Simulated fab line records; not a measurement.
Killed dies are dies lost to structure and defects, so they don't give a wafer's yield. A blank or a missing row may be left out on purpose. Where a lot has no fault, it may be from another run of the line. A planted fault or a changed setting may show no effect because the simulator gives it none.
Which tool was responsible? / flow sky130 / 35 wafers from 12 lots sampled at 5 of the route's 708 steps

WHAT EACH GAUGE READ, for each wafer
SKY_DNWELL_TW_MEAS_09.
lot=L499; measured=day 3 09:34; on=film_metro-04; DNWELL_TW=1102 1109 1103
lot=L500; measured=day 3 17:31; on=film_metro-04; DNWELL_TW=1099 1100 1099
lot=L503; measured=day 4 04:45; on=film_metro-02; DNWELL_TW=1114 1118 1111
lot=L510; measured=day 5 16:25; on=film_metro-04; DNWELL_TW=1121 1122
lot=L511; measured=day 5 22:29; on=film_metro-04; DNWELL_TW=1112 1114 1118
lot=L515; measured=day 6 19:47; on=film_metro-03; DNWELL_TW=1112 1118 1118
lot=L517; measured=day 7 03:52; on=film_metro-03; DNWELL_TW=1126 1115 1120
lot=L518; measured=day 7 09:56; on=film_metro-03; DNWELL_TW=1108 1118 1112
lot=L519; measured=day 7 14:52; on=film_metro-02; DNWELL_TW=1125 1126 1123
lot=L520; measured=day 7 23:08; on=film_metro-03; DNWELL_TW=1131 1124 1127
lot=L521; measured=day 8 04:37; on=film_metro-03; DNWELL_TW=1104 1108 1109
lot=L522; measured=day 8 08:35; on=film_metro-04; DNWELL_TW=1112 1114 1109

SKY_VT_ADJUST_HVTP_OVL_MEAS_08.
lot=L499; measured=day 6 10:29; on=overlay-01; VT_ADJUST_HVTP_OVL (nm)=1.2 1.5 2.8
lot=L500; measured=day 6 16:56; on=overlay-02; VT_ADJUST_HVTP_OVL (nm)=0.8 1.0 1.3
lot=L503; measured=day 7 07:13; on=overlay-01; VT_ADJUST_HVTP_OVL (nm)=-1.0 -1.4 -0.2
lot=L510; measured=day 9 00:26; on=overlay-01; VT_ADJUST_HVTP_OVL (nm)=2.3 0.9
lot=L511; measured=day 9 07:31; on=overlay-02; VT_ADJUST_HVTP_OVL (nm)=0.0 1.8 -0.6
lot=L515; measured=day 10 06:13; on=overlay-01; VT_ADJUST_HVTP_OVL (nm)=0.6 0.5 -1.3
lot=L517; measured=day 10 14:49; on=overlay-01; VT_ADJUST_HVTP_OVL (nm)=1.4 2.1 1.3
lot=L518; measured=day 11 02:46; on=overlay-02; VT_ADJUST_HVTP_OVL (nm)=0.9 0.0 0.6
lot=L519; measured=day 11 05:05; on=overlay-01; VT_ADJUST_HVTP_OVL (nm)=0.2 0.7 -2.3
lot=L520; measured=day 11 11:22; on=overlay-02; VT_ADJUST_HVTP_OVL (nm)=2.2 2.9 1.6
lot=L521; measured=day 11 20:10; on=overlay-01; VT_ADJUST_HVTP_OVL (nm)=0.3 1.1 0.8
lot=L522; measured=day 12 04:20; on=overlay-02; VT_ADJUST_HVTP_OVL (nm)=0.7 1.1 1.8

SKY_VT_ADJUST_LVTN_OVL_MEAS_07.
lot=L499; measured=day 7 05:59; on=overlay-01; VT_ADJUST_LVTN_OVL (nm)=2.3 1.6 0.2
lot=L500; measured=day 7 11:50; on=overlay-01; VT_ADJUST_LVTN_OVL (nm)=2.2 1.0 -0.8
lot=L503; measured=day 8 03:05; on=overlay-02; VT_ADJUST_LVTN_OVL (nm)=-1.4 0.5 1.7
lot=L510; measured=day 9 20:47; on=overlay-01; VT_ADJUST_LVTN_OVL (nm)=0.8 -0.8
lot=L511; measured=day 10 03:45; on=overlay-02; VT_ADJUST_LVTN_OVL (nm)=3.9 1.0 1.5
lot=L515; measured=day 11 05:26; on=overlay-01; VT_ADJUST_LVTN_OVL (nm)=1.8 1.7 1.0
lot=L517; measured=day 11 14:32; on=overlay-02; VT_ADJUST_LVTN_OVL (nm)=0.6 -0.1 -0.2
lot=L518; measured=day 12 02:53; on=overlay-01; VT_ADJUST_LVTN_OVL (nm)=0.0 -0.6 -0.7
lot=L519; measured=day 12 05:02; on=overlay-02; VT_ADJUST_LVTN_OVL (nm)=1.7 -0.3 -0.7
lot=L520; measured=day 12 11:35; on=overlay-01; VT_ADJUST_LVTN_OVL (nm)=0.8 1.2 -0.4
lot=L521; measured=day 12 20:24; on=overlay-01; VT_ADJUST_LVTN_OVL (nm)=1.1 0.2 -0.3
lot=L522; measured=day 13 04:34; on=overlay-01; VT_ADJUST_LVTN_OVL (nm)=0.6 -1.3 0.3

SKY_VT_ADJUST_LVTN_TW_MEAS_21.
lot=L499; measured=day 8 01:59; on=film_metro-02; VT_ADJUST_LVTN_2_TW=188.7 188.4 189.7
lot=L500; measured=day 8 08:17; on=film_metro-01; VT_ADJUST_LVTN_2_TW=187.2 185.4 187.1
lot=L503; measured=day 9 00:25; on=film_metro-02; VT_ADJUST_LVTN_2_TW=188.0 187.8 188.1
lot=L510; measured=day 10 18:46; on=film_metro-03; VT_ADJUST_LVTN_2_TW=208.1 187.5
lot=L511; measured=day 11 03:53; on=film_metro-03; VT_ADJUST_LVTN_2_TW=189.3 188.1 189.2
lot=L515; measured=day 12 05:39; on=film_metro-02; VT_ADJUST_LVTN_2_TW=187.8 187.5 188.0
lot=L517; measured=day 12 14:56; on=film_metro-02; VT_ADJUST_LVTN_2_TW=189.0 188.8 188.7
lot=L518; measured=day 13 03:25; on=film_metro-01; VT_ADJUST_LVTN_2_TW=185.7 186.3 186.0
lot=L519; measured=day 13 05:11; on=film_metro-03; VT_ADJUST_LVTN_2_TW=192.5 191.0 191.3
lot=L520; measured=day 13 12:52; on=film_metro-02; VT_ADJUST_LVTN_2_TW=188.6 189.1 189.3
lot=L521; measured=day 13 22:02; on=film_metro-03; VT_ADJUST_LVTN_2_TW=191.1 190.8 190.4
lot=L522; measured=day 14 07:19; on=film_metro-02; VT_ADJUST_LVTN_2_TW=189.3 188.1 189.2

EACH LOT AND THE TOOL THAT RAN IT (in order: tool; ch and the chambers of the sampled wafers; start)
lot=L499; SKY_VT_ADJUST_LVTN_IMPLANT_19=implanter-04 ch 0, day 8 01:44
lot=L500; SKY_VT_ADJUST_LVTN_IMPLANT_19=implanter-03 ch 0, day 8 08:02
lot=L503; SKY_VT_ADJUST_LVTN_IMPLANT_19=implanter-04 ch 0, day 9 00:11
lot=L510; SKY_VT_ADJUST_LVTN_IMPLANT_19=implanter-04 ch 0, day 10 18:31
lot=L511; SKY_VT_ADJUST_LVTN_IMPLANT_19=implanter-01 ch 0, day 11 03:39
lot=L515; SKY_VT_ADJUST_LVTN_IMPLANT_19=implanter-01 ch 0, day 12 05:26
lot=L517; SKY_VT_ADJUST_LVTN_IMPLANT_19=implanter-03 ch 0, day 12 14:41
lot=L518; SKY_VT_ADJUST_LVTN_IMPLANT_19=implanter-03 ch 0, day 13 03:10
lot=L519; SKY_VT_ADJUST_LVTN_IMPLANT_19=implanter-01 ch 0, day 13 04:56
lot=L520; SKY_VT_ADJUST_LVTN_IMPLANT_19=implanter-01 ch 0, day 13 12:37
lot=L521; SKY_VT_ADJUST_LVTN_IMPLANT_19=implanter-04 ch 0, day 13 21:49
lot=L522; SKY_VT_ADJUST_LVTN_IMPLANT_19=implanter-01 ch 0, day 14 07:04
- SKY_VT_ADJUST_LVTN_IMPLANT_19

AS READ BY THE TOOLS THEMSELVES (means over the sampled wafers that have a number; for cases with no such wafer, the mark the record gives instead)
SKY_VT_ADJUST_LVTN_IMPLANT_19.
lot=L499; tool=implanter-04; beam_on_s (s)=10.10; dose_ions_cm2=6.492e+11; faraday_current_uA=3.64
lot=L500; tool=implanter-03; beam_on_s (s)=9.94; dose_ions_cm2=6.500e+11; faraday_current_uA=3.69
lot=L503; tool=implanter-04; beam_on_s (s)=10.02; dose_ions_cm2=6.498e+11; faraday_current_uA=3.66
lot=L510; tool=implanter-04; beam_on_s (s)=12.04; dose_ions_cm2=6.506e+11; faraday_current_uA=3.15
lot=L511; tool=implanter-01; beam_on_s (s)=9.99; dose_ions_cm2=6.498e+11; faraday_current_uA=3.66
lot=L515; tool=implanter-01; beam_on_s (s)=9.95; dose_ions_cm2=6.504e+11; faraday_current_uA=3.68
lot=L517; tool=implanter-03; beam_on_s (s)=10.11; dose_ions_cm2=6.503e+11; faraday_current_uA=3.63
lot=L518; tool=implanter-03; beam_on_s (s)=10.10; dose_ions_cm2=6.512e+11; faraday_current_uA=3.63
lot=L519; tool=implanter-01; beam_on_s (s)=9.95; dose_ions_cm2=6.506e+11; faraday_current_uA=3.69
lot=L520; tool=implanter-01; beam_on_s (s)=9.76; dose_ions_cm2=6.507e+11; faraday_current_uA=3.75
lot=L521; tool=implanter-04; beam_on_s (s)=10.17; dose_ions_cm2=6.506e+11; faraday_current_uA=3.61
lot=L522; tool=implanter-01; beam_on_s (s)=10.20; dose_ions_cm2=6.492e+11; faraday_current_uA=3.60

THE ANSWER, worked out from the rows above alone
Rule: usual is defined by the lots themselves. Put in order of their means at a reading, lots are off if they are a third of the lots or fewer, leave a main group of 4 or more, and stand apart from it by a gap of 3 or more times the standard deviation of the main group's means; of several such gaps the widest counts. The tables above print the reading to a certain number of digits; a main group whose means all agree to those digits is not used. A lot without any number at a reading at which 4 lots or more have one is off too. Where the step has rows for the other lots, those lots are counted as sound. Order of review: gauges by route order, followed by the tools' own readings, for which a lot's mean as printed above is used. At the first step where some lot is off, the reading lying furthest off is the one used; lots without a number count as furthest.
Off: L510, seen at SKY_VT_ADJUST_LVTN_TW_MEAS_21 (VT_ADJUST_LVTN_2_TW). The main group has a mean of 188.7 with a standard deviation of 1.5.
A tool fits if, at a process step before that reading, it ran every lot that is off, and no sound lot after the first of them. Not tried: the gauges at SKY_VT_ADJUST_LVTN_TW_MEAS_21; whatever is off there is also off at SKY_VT_ADJUST_LVTN_IMPLANT_19, on other tools, and gauge error can't account for it. No candidate that was tried fits.

WHAT WAS PUT IN BY THE SIMULATOR
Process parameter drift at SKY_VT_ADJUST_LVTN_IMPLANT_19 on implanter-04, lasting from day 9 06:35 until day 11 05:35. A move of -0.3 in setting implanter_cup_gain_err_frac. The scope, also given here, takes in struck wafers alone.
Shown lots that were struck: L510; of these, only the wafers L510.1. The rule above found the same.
